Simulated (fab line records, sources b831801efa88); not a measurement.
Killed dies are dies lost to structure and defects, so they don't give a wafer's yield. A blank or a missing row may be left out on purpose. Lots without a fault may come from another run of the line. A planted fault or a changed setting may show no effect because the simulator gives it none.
fab line records | flow sky130
record lots=11 wafers=33 last_day=50
route steps=708 shown SD_N@356 SD_P@359 LOCAL_INTERCONNECT@401 CONTACT@406
lots that met no fault: from a run of the same line without faults
start_h: hours from the record's first day to the start of the lot's first wafer shown | wait_h: hours since the lot's step before | " the same as in the row above | L1.1+2: a row that stands for several wafers | - no value, or no start given | * or withheld: withheld | < > ~ a bound
route shown NAME@n: a module of which the file shows steps, and the number in the route of the first | usual: mean/standard deviation of fault-free wafers | same: alike in all rows | chamber/n: place in a boat | sites: the reading at each site | _std_site: their standard deviation | _edge_site: outer sites' mean less inner sites' | radius_mm: how far each site lies from the wafer's centre | mask NAME#n: copy n | behind: the tool/chamber that last shaped the wafer | hold: why the lot was held/for how many hours/how that ended | device: the transistor (n, p or np) that didn't switch | end of line: the same wafers' tests at the end of the route | a step without rows: its recipe alone | killed: dies lost to structure and defects at the first sort, not the wafer's yield | map: a wafer's dies, x killed, . not, _ none there
set.NAME: the setting as run; set.NAME@STEP: as run at that earlier step | model.NAME: the simulator's own value behind a step, which no gauge read
steps of the route over a sample of lots; a table a step, a row a wafer
services: from which hour (start_h, from the record's first day; less than 0 if before it) a tool's chamber was out of use, for how many hours, and why
## steps
# step SKY_SD_N_RTA_14
# recipe temp_c=1075 time_s=2 idle_temp_c=650 ramp_up_c_per_s=150 ramp_down_c_per_s=90 ambient=N2
# usual lamp_power_pct=15.73/0.054 ramp_down_c_per_s=90.001/0.017 wafer_temp_C_max=1078.1/1.3
# columns lot.wafer tool chamber start_h wait_h lamp_power_pct ramp_down_c_per_s wafer_temp_C_max
L436.1 rtp_anneal-01 0 651.81 0.0 15.76 90.008 1077.5
L436.2 " 0 " " 15.69 90.002 1078.3
L436.5 " 0 " " 15.81 89.986 1077.3
L437.2 rtp_anneal-02 0 660.25 0.0 15.73 90.005 1077.2
L437.3 " 0 " " 15.75 89.994 1079.1
L437.4 " 0 " " 15.66 89.982 1077.9
L442.3 rtp_anneal-01 0 705.01 0.0 15.68 89.980 1079.3
L442.4 " 0 " " 15.64 90.001 1079.1
L442.5 " 0 " " 15.72 89.996 1076.9
L444.2 rtp_anneal-01 0 722.27 0.0 15.78 89.983 1078.5
L444.3 " 0 " " 15.71 89.995 1081.2
L444.5 " 0 " " 15.75 89.985 1080.0
L445.1 rtp_anneal-02 0 739.21 0.0 15.76 89.978 1076.4
L445.5 " 0 " " 15.69 89.981 1079.0
L445.6 " 0 " " 15.78 89.997 1078.0
L447.1 rtp_anneal-01 0 751.90 0.0 15.71 89.982 1078.2
L447.4 " 0 " " 15.82 90.014 1078.8
L447.6 " 0 " " 15.84 89.984 1076.8
L448.1 rtp_anneal-02 0 754.75 0.0 15.78 90.007 1078.2
L448.3 " 0 " " 15.81 89.999 1079.6
L448.5 " 0 " " 15.75 90.006 1080.2
L449.1 rtp_anneal-01 0 762.22 0.0 15.76 89.999 1078.0
L449.3 " 0 " " 15.74 89.988 1076.9
L449.6 " 0 " " 15.76 90.004 1077.5
L454.1 rtp_anneal-01 0 799.30 0.0 15.76 89.988 1080.5
L454.2 " 0 " " 15.77 90.003 1077.7
L454.4 " 0 " " 15.75 90.014 1080.1
L457.1 rtp_anneal-02 0 824.25 0.0 16.07 90.016 1093.8
L457.3 " 0 " " 15.94 90.017 1093.1
L457.5 " 0 " " 15.99 90.028 1094.6
L459.2 rtp_anneal-02 0 828.31 0.0 16.02 89.991 1092.4
L459.3 " 0 " " 15.98 90.000 1092.9
L459.4 " 0 " " 15.98 89.997 1095.9
# step SKY_SD_N_RS_MEAS_16
# recipe thk_meas_gauge=four-point-probe
# usual SD_N_RS=68.56/0.12
# columns lot.wafer tool chamber start_h wait_h SD_N_RS[ohm/sq]
L436.1 film_metro-03 - 652.04 0.1 68.69
L436.2 " - " " 68.72
L436.5 " - " " 68.72
L437.2 film_metro-03 - 660.44 0.1 68.56
L437.3 " - " " 68.63
L437.4 " - " " 68.55
L442.3 film_metro-04 - 705.21 0.1 68.49
L442.4 " - " " 68.56
L442.5 " - " " 68.54
L444.2 film_metro-03 - 722.45 0.1 68.70
L444.3 " - " " 68.73
L444.5 " - " " 68.72
L445.1 film_metro-03 - 739.38 0.1 68.51
L445.5 " - " " 68.55
L445.6 " - " " 68.63
L447.1 film_metro-01 - 752.07 0.1 68.34
L447.4 " - " " 68.50
L447.6 " - " " 68.37
L448.1 film_metro-01 - 754.92 0.1 68.66
L448.3 " - " " 68.60
L448.5 " - " " 68.55
L449.1 film_metro-04 - 762.39 0.1 68.69
L449.3 " - " " 68.52
L449.6 " - " " 68.67
L454.1 film_metro-04 - 799.47 0.1 68.70
L454.2 " - " " 68.52
L454.4 " - " " 68.57
L457.1 film_metro-03 - 824.42 0.1 65.92
L457.3 " - " " 65.93
L457.5 " - " " 65.77
L459.2 film_metro-03 - 828.49 0.1 65.94
L459.3 " - " " 66.17
L459.4 " - " " 66.07
# step SKY_SD_N_RS_MEAS_17
# recipe thk_meas_gauge=four-point-probe
# usual SD_P_RS=147.1/0.42
# columns lot.wafer tool chamber start_h wait_h SD_P_RS[ohm/sq]
L436.1 film_metro-03 - 652.16 0.1 148.2
L436.2 " - " " 148.0
L436.5 " - " " 147.8
L437.2 film_metro-03 - 660.56 0.1 146.9
L437.3 " - " " 147.0
L437.4 " - " " 146.9
L442.3 film_metro-04 - 705.33 0.1 147.5
L442.4 " - " " 147.4
L442.5 " - " " 147.4
L444.2 film_metro-03 - 722.57 0.1 147.5
L444.3 " - " " 147.9
L444.5 " - " " 147.5
L445.1 film_metro-03 - 739.50 0.1 146.7
L445.5 " - " " 147.3
L445.6 " - " " 147.8
L447.1 film_metro-01 - 752.19 0.1 146.8
L447.4 " - " " 146.7
L447.6 " - " " 146.8
L448.1 film_metro-01 - 755.04 0.1 147.4
L448.3 " - " " 147.2
L448.5 " - " " 147.2
L449.1 film_metro-04 - 762.51 0.1 147.5
L449.3 " - " " 147.3
L449.6 " - " " 147.1
L454.1 film_metro-04 - 799.59 0.1 147.1
L454.2 " - " " 146.9
L454.4 " - " " 147.2
L457.1 film_metro-03 - 824.54 0.1 134.2
L457.3 " - " " 134.1
L457.5 " - " " 134.2
L459.2 film_metro-03 - 828.61 0.1 134.6
L459.3 " - " " 134.5
L459.4 " - " " 134.6
# step SKY_LOCAL_INTERCONNECT_METAL_ETCH_14
# recipe target_depth_nm=110 stop_on=PSG chemistry=Cl2/BCl3 target=TiN resist_sidewall_deg=88 pressure_mtorr=10 icp_w=900 bias_w=48.5 Cl2_flow_sccm=60 bcl3_flow_sccm=30 time_s=31.4
# usual drypump_motor_current_A=5.6/0.44 oes_product_au=0.939/0.009 throttle_valve_pct=21.902/0.011
# columns lot.wafer tool chamber start_h wait_h drypump_motor_current_A oes_product_au rf_hours_counter_h throttle_valve_pct
L436.1 rie_metal-04 1 711.12 0.0 5.2 0.948 9 21.893
L436.2 " 0 " " 5.0 0.953 1 21.914
L436.5 " 0 " " 5.0 0.948 - 21.906
L437.2 rie_metal-04 0 720.91 0.0 5.1 0.946 1 21.884
L437.3 " 0 " " 5.1 0.934 - 21.913
L437.4 " 1 " " 5.2 0.938 - 21.902
L442.3 rie_metal-01 0 764.18 0.0 6.0 0.952 - 21.883
L442.4 " 1 " " 6.0 0.942 - 21.898
L442.5 " 0 " " 6.0 0.946 - 21.900
L444.2 rie_metal-04 0 782.17 0.0 5.0 0.935 4 21.903
L444.3 " 0 " " 5.1 0.941 - 21.896
L444.5 " 0 " " 5.1 0.937 - 21.907
L445.1 rie_metal-04 1 797.61 0.0 5.2 0.941 12 21.898
L445.5 " 1 " " 5.2 0.944 - 21.908
L445.6 " 0 " " 5.0 0.936 - 21.899
L447.1 rie_metal-01 1 810.31 0.0 6.0 0.942 7 21.926
L447.4 " 1 " " 6.0 0.948 - 21.889
L447.6 " 1 " " 6.0 0.944 - 21.898
L448.1 rie_metal-04 1 812.56 0.0 5.1 0.935 13 21.901
L448.3 " 0 " " 5.0 0.938 - 21.905
L448.5 " 1 " " 5.1 0.945 - 21.912
L449.1 rie_metal-01 0 818.92 0.0 6.0 0.940 9 21.915
L449.3 " 1 " " 6.0 0.923 - 21.899
L449.6 " 0 " " 6.0 0.932 - 21.904
L454.1 rie_metal-03 1 855.20 0.0 6.2 0.922 7 21.904
L454.2 " 0 " " 5.6 0.934 1 21.922
L454.4 " 1 " " 6.2 0.942 - 21.905
L457.1 rie_metal-03 0 878.35 0.0 5.6 0.922 2 21.899
L457.3 " 1 " " 6.2 0.947 - 21.905
L457.5 " 0 " " 5.6 0.942 - 21.917
L459.2 rie_metal-04 0 882.92 0.0 5.0 0.941 7 21.921
L459.3 " 1 " " 5.1 0.938 - 21.908
L459.4 " 0 " " 5.0 0.936 - 21.894
# step SKY_CONTACT_CVD_00
# recipe material=Si3N4 target_thk_nm=75 temp_c=400 time_s=withheld rf_w=450
# usual heater_power_w=745/93
# columns lot.wafer tool chamber start_h wait_h heater_power_w
L436.1 pecvd-04 0 711.80 0.0 643
L436.2 " 2 " " 816
L436.5 " 1 " " 725
L437.2 pecvd-02 1 721.60 0.0 661
L437.3 " 0 " " 594
L437.4 " 1 " " 670
L442.3 pecvd-03 1 764.85 0.0 813
L442.4 " 2 " " 522
L442.5 " 1 " " 825
L444.2 pecvd-03 1 782.82 0.0 803
L444.3 " 1 " " 805
L444.5 " 0 " " 908
L445.1 pecvd-03 1 798.30 0.0 815
L445.5 " 1 " " 810
L445.6 " 0 " " 873
L447.1 pecvd-02 0 810.96 0.0 624
L447.4 " 0 " " 612
L447.6 " 2 " " 852
L448.1 pecvd-04 0 813.21 0.0 697
L448.3 " 1 " " 631
L448.5 " 1 " " 633
L449.1 pecvd-04 0 819.56 0.0 684
L449.3 " 1 " " 611
L449.6 " 0 " " 696
L454.1 pecvd-04 0 855.84 0.0 706
L454.2 " 1 " " 675
L454.4 " 0 " " 712
L457.1 pecvd-04 1 879.01 0.0 717
L457.3 " 0 " " 741
L457.5 " 2 " " 834
L459.2 pecvd-03 0 883.56 0.0 733
L459.3 " 2 " " 655
L459.4 " 1 " " 763
# step SKY_CONTACT_SPUTTER_23
# recipe material=TiN target_thk_nm=20 chamber_pressure_pa=5 power_w=4000 time_s=80
# usual throttle_valve_pct=29.5/0.8
# columns lot.wafer tool chamber start_h wait_h throttle_valve_pct
L436.1 pvd_sputter-04 - 741.66 0.0 29.6
L436.2 " - " " 29.2
L436.5 " - " " 29.2
L437.2 pvd_sputter-01 - 751.51 0.0 30.9
L437.3 " - " " 28.9
L437.4 " - " " 28.7
L442.3 pvd_sputter-01 - 793.73 0.0 29.0
L442.4 " - " " 28.5
L442.5 " - " " 28.7
L444.2 pvd_sputter-04 - 811.14 0.0 29.5
L444.3 " - " " 29.5
L444.5 " - " " 29.4
L445.1 pvd_sputter-03 - 826.32 0.0 29.8
L445.5 " - " " 30.1
L445.6 " - " " 30.9
L447.1 pvd_sputter-03 - 838.74 0.0 30.8
L447.4 " - " " 29.0
L447.6 " - " " 29.5
L448.1 pvd_sputter-03 - 841.44 0.0 30.0
L448.3 " - " " 30.8
L448.5 " - " " 29.0
L449.1 pvd_sputter-04 - 847.28 0.0 29.6
L449.3 " - " " 29.7
L449.6 " - " " 29.0
L454.1 pvd_sputter-01 - 882.61 0.0 30.7
L454.2 " - " " 28.8
L454.4 " - " " 28.7
L457.1 pvd_sputter-03 - 905.60 0.0 29.7
L457.3 " - " " 30.9
L457.5 " - " " 29.7
L459.2 pvd_sputter-03 - 911.37 0.0 29.8
L459.3 " - " " 30.9
L459.4 " - " " 29.6
## services
# columns tool chamber start_h hours kind
pvd_sputter-01 - 628.03 0.6 repair
rtp_anneal-02 - 629.92 3.1 repair
pecvd-02 0 632.46 6.9 repair
pvd_sputter-01 - 633.24 3.7 repair
rie_metal-04 1 633.68 19.8 repair
rie_metal-01 - 635.16 14.6 pm
rie_metal-01 0 657.05 7.4 repair
pecvd-03 1 739.91 7.6 repair
rtp_anneal-01 - 742.03 9.3 pm
pecvd-04 0 752.66 8.5 repair
pvd_sputter-03 - 763.70 1.2 repair
pvd_sputter-04 - 765.26 1.8 repair
rtp_anneal-02 - 778.73 6.1 pm
pecvd-03 - 779.94 2.8 pm
rie_metal-01 1 830.82 42.2 repair
pvd_sputter-04 - 835.57 3.9 repair
rie_metal-04 0 837.78 18.8 repair
pecvd-04 - 853.29 2.2 repair
pvd_sputter-04 - 871.07 0.6 repair
pvd_sputter-04 - 878.24 1.3 repair
pecvd-03 - 878.55 0.5 repair
rtp_anneal-01 - 895.33 5.5 pm
rie_metal-01 1 902.56 12.2 repair
rtp_anneal-02 - 906.65 24.4 pm
## key
first_sign step=SKY_SD_N_RTA_14 reading=wafer_temp_C_max direction=up sigmas=12 usual=* struck=*
effect step=SKY_SD_N_RTA_14 reading=lamp_power_pct direction=up sigmas=4.8 usual=15.73 struck=16.00
effect step=SKY_SD_N_RS_MEAS_16 reading=SD_N_RS direction=down sigmas=22 usual=68.56 struck=65.97
effect step=SKY_SD_N_RS_MEAS_17 reading=SD_P_RS direction=down sigmas=30 usual=147.1 struck=134.4
met_at SKY_SD_N_RTA_14
struck_lots L457,L459
tester_left_out L457,L459
not_acting_at SKY_LOCAL_INTERCONNECT_METAL_ETCH_14,SKY_CONTACT_CVD_00,SKY_CONTACT_SPUTTER_23
onset_between 754.75 824.25
fault kind=process_parameter_drift tool=rtp_anneal-02 chamber=- onset_h=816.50 steps=SKY_SD_N_RTA_14 channel=temp_c offset=* shape=step end_h=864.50 acts_in=* stated=*
# tester_left_out: of these lots the tester's yield and bins aren't shown, on N5 and GAA mostly nor the transistor test; their killed dies are dies lost to structure and defects alone, not to doping, threshold or leakage, so they don't give the yield
